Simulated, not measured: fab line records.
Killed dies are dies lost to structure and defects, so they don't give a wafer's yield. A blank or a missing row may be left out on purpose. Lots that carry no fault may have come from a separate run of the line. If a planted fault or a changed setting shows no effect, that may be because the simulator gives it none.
Split-lot trial || flow gf180mcu || 23 wafers read across 5 lots, on a route 602 steps long

== THE SPLIT ==
At GF_TOP_METAL_SPUTTER_03 (material Ti, target thk 5 nm, time 3.3 s), the setting timeS was moved away from the recipe's 3.3 s on 10 of the 23 wafers read, by -8.8% to +14.2%. All remaining wafers had this setting at the recipe value.

The split's own step is where the reading is taken.

== THE READING ==
Ti_of_TOP_METAL_SPUTTER_03.thkNm (the simulator's own value, which no gauge read), in nm, at GF_TOP_METAL_SPUTTER_03 (material Ti, target thk 5 nm, time 3.3 s). The file gives no usual value for it. Here, 13 wafers ran the recipe; their average is 4.909 nm with a standard deviation of 0.17 nm.

{"wafer": "L075.1", "tool, chamber at the split": "pvdSputter-02, -", "timeS as run, s": 3.3, "against the recipe": "recipe", "Ti_of_TOP_METAL_SPUTTER_03.thkNm, nm": 4.658, "against lot-mates on the recipe": "-"}
{"wafer": "L075.2", "tool, chamber at the split": "pvdSputter-02, -", "timeS as run, s": 3.476, "against the recipe": "+5.3%", "Ti_of_TOP_METAL_SPUTTER_03.thkNm, nm": 5.252, "against lot-mates on the recipe": "+0.538"}
{"wafer": "L075.3", "tool, chamber at the split": "pvdSputter-02, -", "timeS as run, s": 3.3, "against the recipe": "recipe", "Ti_of_TOP_METAL_SPUTTER_03.thkNm, nm": 4.769, "against lot-mates on the recipe": "-"}
{"wafer": "L075.5", "tool, chamber at the split": "pvdSputter-02, -", "timeS as run, s": 3.476, "against the recipe": "+5.3%", "Ti_of_TOP_METAL_SPUTTER_03.thkNm, nm": 4.937, "against lot-mates on the recipe": "+0.224"}
{"wafer": "L075.6", "tool, chamber at the split": "pvdSputter-02, -", "timeS as run, s": 3.476, "against the recipe": "+5.3%", "Ti_of_TOP_METAL_SPUTTER_03.thkNm, nm": 4.919, "against lot-mates on the recipe": "+0.205"}
{"wafer": "L077.1", "tool, chamber at the split": "pvdSputter-04, -", "timeS as run, s": 3.3, "against the recipe": "recipe", "Ti_of_TOP_METAL_SPUTTER_03.thkNm, nm": 4.893, "against lot-mates on the recipe": "-"}
{"wafer": "L077.2", "tool, chamber at the split": "pvdSputter-04, -", "timeS as run, s": 3.3, "against the recipe": "recipe", "Ti_of_TOP_METAL_SPUTTER_03.thkNm, nm": 4.989, "against lot-mates on the recipe": "-"}
{"wafer": "L077.5", "tool, chamber at the split": "pvdSputter-04, -", "timeS as run, s": 3.3, "against the recipe": "recipe", "Ti_of_TOP_METAL_SPUTTER_03.thkNm, nm": 4.742, "against lot-mates on the recipe": "-"}
{"wafer": "L082.1", "tool, chamber at the split": "pvdSputter-04, -", "timeS as run, s": 3.3, "against the recipe": "recipe", "Ti_of_TOP_METAL_SPUTTER_03.thkNm, nm": 5.175, "against lot-mates on the recipe": "-"}
{"wafer": "L082.2", "tool, chamber at the split": "pvdSputter-04, -", "timeS as run, s": 3.3, "against the recipe": "recipe", "Ti_of_TOP_METAL_SPUTTER_03.thkNm, nm": 5.267, "against lot-mates on the recipe": "-"}
{"wafer": "L082.4", "tool, chamber at the split": "pvdSputter-04, -", "timeS as run, s": 3.009, "against the recipe": "-8.8%", "Ti_of_TOP_METAL_SPUTTER_03.thkNm, nm": 4.569, "against lot-mates on the recipe": -0.584}
{"wafer": "L082.5", "tool, chamber at the split": "pvdSputter-04, -", "timeS as run, s": 3.009, "against the recipe": "-8.8%", "Ti_of_TOP_METAL_SPUTTER_03.thkNm, nm": 4.794, "against lot-mates on the recipe": -0.359}
{"wafer": "L082.6", "tool, chamber at the split": "pvdSputter-04, -", "timeS as run, s": 3.3, "against the recipe": "recipe", "Ti_of_TOP_METAL_SPUTTER_03.thkNm, nm": 5.018, "against lot-mates on the recipe": "-"}
{"wafer": "L083.1", "tool, chamber at the split": "pvdSputter-02, -", "timeS as run, s": 3.722, "against the recipe": "+12.8%", "Ti_of_TOP_METAL_SPUTTER_03.thkNm, nm": 5.422, "against lot-mates on the recipe": "+0.613"}
{"wafer": "L083.2", "tool, chamber at the split": "pvdSputter-02, -", "timeS as run, s": 3.722, "against the recipe": "+12.8%", "Ti_of_TOP_METAL_SPUTTER_03.thkNm, nm": 5.49, "against lot-mates on the recipe": "+0.681"}
{"wafer": "L083.3", "tool, chamber at the split": "pvdSputter-02, -", "timeS as run, s": 3.3, "against the recipe": "recipe", "Ti_of_TOP_METAL_SPUTTER_03.thkNm, nm": 4.717, "against lot-mates on the recipe": "-"}
{"wafer": "L083.5", "tool, chamber at the split": "pvdSputter-02, -", "timeS as run, s": 3.722, "against the recipe": "+12.8%", "Ti_of_TOP_METAL_SPUTTER_03.thkNm, nm": 5.394, "against lot-mates on the recipe": "+0.585"}
{"wafer": "L083.6", "tool, chamber at the split": "pvdSputter-02, -", "timeS as run, s": 3.3, "against the recipe": "recipe", "Ti_of_TOP_METAL_SPUTTER_03.thkNm, nm": 4.901, "against lot-mates on the recipe": "-"}
{"wafer": "L084.1", "tool, chamber at the split": "pvdSputter-02, -", "timeS as run, s": 3.3, "against the recipe": "recipe", "Ti_of_TOP_METAL_SPUTTER_03.thkNm, nm": 4.921, "against lot-mates on the recipe": "-"}
{"wafer": "L084.3", "tool, chamber at the split": "pvdSputter-02, -", "timeS as run, s": 3.768, "against the recipe": "+14.2%", "Ti_of_TOP_METAL_SPUTTER_03.thkNm, nm": 5.717, "against lot-mates on the recipe": "+0.820"}
{"wafer": "L084.4", "tool, chamber at the split": "pvdSputter-02, -", "timeS as run, s": 3.3, "against the recipe": "recipe", "Ti_of_TOP_METAL_SPUTTER_03.thkNm, nm": 4.984, "against lot-mates on the recipe": "-"}
{"wafer": "L084.5", "tool, chamber at the split": "pvdSputter-02, -", "timeS as run, s": 3.768, "against the recipe": "+14.2%", "Ti_of_TOP_METAL_SPUTTER_03.thkNm, nm": 5.531, "against lot-mates on the recipe": "+0.634"}
{"wafer": "L084.6", "tool, chamber at the split": "pvdSputter-02, -", "timeS as run, s": 3.3, "against the recipe": "recipe", "Ti_of_TOP_METAL_SPUTTER_03.thkNm, nm": 4.785, "against lot-mates on the recipe": "-"}

THE FIT
A straight line over all 23 wafers: Ti_of_TOP_METAL_SPUTTER_03.thkNm changes by +0.0402 nm for each +1% of timeS; r = +0.85; the points scatter about the line by 0.17 nm.
The same after taking each lot's own level away (the mean of its wafers on the recipe; 23 wafers): +0.0512 nm for each +1%; r = +0.96; scatter 0.11 nm.
On that fit, the largest move of timeS shifts the reading by 0.73 nm.
From 4.7135 to 5.1533 nm: that is the span of the lots' own levels, equal to 2.6 times the standard deviation above.
So the slope is not independent of the lot-to-lot level: the two fits are not the same.
Check: for one of the wafers moved furthest among these (+14.2%), held out of the fit, the line's prediction against its lot-mates is +0.707 nm. Against them it came out at +0.82 nm.

== THE OTHER SPLITS THESE WAFERS WENT THROUGH ==
Note: prior to the reading, these wafers also went through further splits. Each is held against what the fit with the lots' levels taken away leaves over:
{"other split on the same wafers": "GF_V5_CMP_04 leaveAboveRefNm", "wafers away from the commonest value": 8, "r with Ti_of_TOP_METAL_SPUTTER_03.thkNm (lot level and that fit taken away)": "+0.09"}
{"other split on the same wafers": "GF_V5_SOFTBAKE_10 tempC", "wafers away from the commonest value": 8, "r with Ti_of_TOP_METAL_SPUTTER_03.thkNm (lot level and that fit taken away)": "+0.00"}

== THE FILE'S OWN FIT ==
Ti_of_TOP_METAL_SPUTTER_03.thkNm changes by +0.0514 nm for each +1% of timeS, r = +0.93.
